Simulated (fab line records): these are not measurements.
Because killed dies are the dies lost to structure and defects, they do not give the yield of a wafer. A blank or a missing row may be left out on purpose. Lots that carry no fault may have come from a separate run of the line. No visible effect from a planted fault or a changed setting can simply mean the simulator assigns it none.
The tool behind it: which one? | flow gf180mcu | 13 lots, 39 wafers sampled, at 5 steps of a route of 602

## WHAT THE GAUGES READ, wafer by wafer
GF_STI_THK_MEAS_04.
lot  | measured    | on            | STI_CVD_03_THK (nm)
L992 | day 1 13:34 | film_metro-04 | 208.4 206.4 208.0
L994 | day 2 00:10 | film_metro-02 | 204.8 204.9 203.9
L995 | day 2 05:22 | film_metro-04 | 205.2 203.5 204.7
L996 | day 2 10:26 | film_metro-02 | 208.0 209.2 206.9
L999 | day 3 01:34 | film_metro-04 | 202.0 203.9 204.6
L104 | day 4 01:48 | film_metro-02 | 205.4 205.9 206.4
L106 | day 4 12:14 | film_metro-03 | 203.8 206.2 204.4
L107 | day 4 16:34 | film_metro-02 | 206.7 206.7 205.6
L109 | day 5 02:34 | film_metro-03 | 208.8 209.9 209.9
L110 | day 5 07:34 | film_metro-04 | 208.9 206.8 209.1
L111 | day 5 13:34 | film_metro-04 | 202.5 205.6 203.6
L114 | day 6 03:34 | film_metro-02 | 205.9 206.3 206.8
L115 | day 6 11:05 | film_metro-02 | 209.0 207.3 204.9

GF_DNWELL_TW_MEAS_09.
lot  | measured    | on            | DNWELL_TW
L992 | day 2 18:59 | film_metro-02 | 1349 1350 1347
L994 | day 3 04:50 | film_metro-01 | 1374 1375 1373
L995 | day 3 10:49 | film_metro-02 | 1340 1342 1344
L996 | day 3 16:33 | film_metro-02 | 1363 1353 1353
L999 | day 4 10:49 | film_metro-03 | 1332 1339 1340
L104 | day 5 09:15 | film_metro-03 | 1323 1320 1322
L106 | day 5 21:14 | film_metro-02 | 1357 1346 1367
L107 | day 6 01:28 | film_metro-01 | 1375 1379 1369
L109 | day 6 12:38 | film_metro-02 | 1349 1349 1346
L110 | day 6 17:49 | film_metro-02 | 1340 1345 1346
L111 | day 6 23:29 | film_metro-01 | 1375 1369 1380
L114 | day 7 14:56 | film_metro-02 | 1357 1348 1342
L115 | day 7 23:14 | film_metro-03 | 1338 1338 1340

GF_HV_LDD_RS_MEAS_53: a four-point-probe measurement.
lot  | measured     | on            | HV_LDD_RS (ohm/sq)
L992 | day 12 10:01 | film_metro-01 | 419.3 419.1 419.4
L994 | day 12 22:49 | film_metro-01 | 412.2 413.3 413.4 413.3 413.1 414.0
L995 | day 13 12:19 | film_metro-01 | 412.1 412.2 412.3 413.2 412.3 412.9
L996 | day 13 20:36 | film_metro-01 | 412.2 412.7 412.8 412.5 411.8 412.8
L999 | day 15 02:21 | film_metro-01 | 419.7 419.6 419.4
L104 | day 16 09:57 | film_metro-01 | 419.6 419.2 418.1
L106 | day 17 00:13 | film_metro-04 | 418.1 417.8 419.5
L107 | day 17 11:58 | film_metro-03 | 417.9 418.2 416.5
L109 | day 17 21:09 | film_metro-01 | 420.3 419.2 419.1
L110 | day 18 07:34 | film_metro-04 | 419.1 418.7 419.0
L111 | day 18 19:47 | film_metro-03 | 418.2 419.7 418.8
L114 | day 19 16:01 | film_metro-03 | 417.5 418.7 418.9
L115 | day 20 04:34 | film_metro-04 | 419.8 420.4 418.9

## EACH LOT AND THE TOOL THAT RAN IT (in order: tool; ch and the chambers of the sampled wafers; start)
lot  | GF_STI_ETCH_14                  | GF_HV_LDD_IMPLANT_36
L992 | rie_si-02 ch 0,1,3, day 2 01:03 | implanter-03 ch 0, day 11 13:41
L994 | rie_si-02 ch 0,1, day 2 12:19   | implanter-03 ch 0, day 12 03:19
L995 | rie_si-02 ch 1,2,3, day 2 17:45 | implanter-03 ch 0, day 12 15:17
L996 | rie_si-02 ch 1,2,3, day 2 22:27 | implanter-03 ch 0, day 12 23:44
L999 | rie_si-01 ch 0,1,3, day 3 14:56 | implanter-02 ch 0, day 14 04:14
L104 | rie_si-02 ch 0,1, day 4 15:04   | implanter-02 ch 0, day 15 11:20
L106 | rie_si-02 ch 1,3, day 5 01:41   | implanter-04 ch 0, day 16 00:50
L107 | rie_si-02 ch 1,3, day 5 06:54   | implanter-03 ch 0, day 16 13:17
L109 | rie_si-02 ch 0,1,3, day 5 17:18 | implanter-03 ch 0, day 16 21:28
L110 | rie_si-02 ch 1,2,3, day 5 21:45 | implanter-03 ch 0, day 17 07:17
L111 | rie_si-01 ch 0,2,3, day 6 03:56 | implanter-03 ch 0, day 17 19:12
L114 | rie_si-01 ch 1,2,3, day 6 18:38 | implanter-03 ch 0, day 18 14:49
L115 | rie_si-02 ch 0,2, day 7 02:24   | implanter-04 ch 0, day 19 04:13
- GF_STI_ETCH_14: etches Si in HBr/Cl2/O2, target depth 360 nm, time 102.9 s.
- GF_HV_LDD_IMPLANT_36

## AS READ BY THE TOOLS THEMSELVES (means over the sampled wafers that have a number; for cases with no such wafer, the mark the record gives instead)
GF_STI_ETCH_14.
lot  | tool      | drypump_motor_current_A (A) | oes_product_au (a.u.) | throttle_valve_pct (%)
L992 | rie_si-02 | 5.6                         | 0.993                 | 25.660
L994 | rie_si-02 | 5.5                         | 1.006                 | 25.661
L995 | rie_si-02 | 5.3                         | 1.002                 | 25.659
L996 | rie_si-02 | 5.3                         | 1.001                 | 25.658
L999 | rie_si-01 | 5.6                         | 1.001                 | 25.654
L104 | rie_si-02 | 5.5                         | 1.005                 | 25.657
L106 | rie_si-02 | 5.6                         | 1.004                 | 25.662
L107 | rie_si-02 | 5.6                         | 1.011                 | 25.650
L109 | rie_si-02 | 5.6                         | 1.004                 | 25.662
L110 | rie_si-02 | 5.3                         | 1.005                 | 25.657
L111 | rie_si-01 | 5.8                         | 0.996                 | 25.670
L114 | rie_si-01 | 5.7                         | 0.998                 | 25.658
L115 | rie_si-02 | 5.2                         | 1.005                 | 25.653

GF_HV_LDD_IMPLANT_36.
lot  | tool         | dose_ions_cm2 | faraday_current_uA
L992 | implanter-03 | 7.494e+12     | 42.1
L994 | implanter-03 | 9.952e+12     | 55.8
L995 | implanter-03 | 9.956e+12     | 56.7
L996 | implanter-03 | 9.956e+12     | 56.6
L999 | implanter-02 | 7.503e+12     | 41.6
L104 | implanter-02 | 7.499e+12     | 42.4
L106 | implanter-04 | 7.494e+12     | 41.8
L107 | implanter-03 | 7.503e+12     | 43.0
L109 | implanter-03 | 7.491e+12     | 42.6
L110 | implanter-03 | 7.503e+12     | 42.1
L111 | implanter-03 | 7.501e+12     | 40.9
L114 | implanter-03 | 7.502e+12     | 42.5
L115 | implanter-04 | 7.499e+12     | 41.8

## THE ANSWER, worked out from the rows above alone
Rule: usual is defined by the lots themselves. Put in order of their means at a reading, lots are off if they are a third of the lots or fewer, leave a main group of 4 or more, and stand apart from it by a gap of 3 or more times the standard deviation of the main group's means; of several such gaps the widest counts. A main group whose means are all the same, to the digits that the tables above print for the reading, isn't used. A lot without any number at a reading at which 4 lots or more have one is off too. The other lots that the step has rows for count as sound. First the gauges in route order, then the tools' own readings, where a lot's mean is used as printed above. The first step at which some lot is off is used, and at that step the reading that is off furthest; a lot without a number counts as furthest.
Off: at GF_HV_LDD_RS_MEAS_53 (HV_LDD_RS), L994, L995, L996. Mean 418.9 ohm/sq and standard deviation 0.63 in the main group.
If a tool, at a process step before that reading, ran all the lots that are off and no sound lot after the first of them, it fits. The gauges at GF_HV_LDD_RS_MEAS_53 aren't tried: what is off there is off at GF_HV_LDD_IMPLANT_36 too, on other tools, and a gauge's error can't cause that. Not one of the candidates tried fits.

## WHAT THE SIMULATOR HAD PUT IN
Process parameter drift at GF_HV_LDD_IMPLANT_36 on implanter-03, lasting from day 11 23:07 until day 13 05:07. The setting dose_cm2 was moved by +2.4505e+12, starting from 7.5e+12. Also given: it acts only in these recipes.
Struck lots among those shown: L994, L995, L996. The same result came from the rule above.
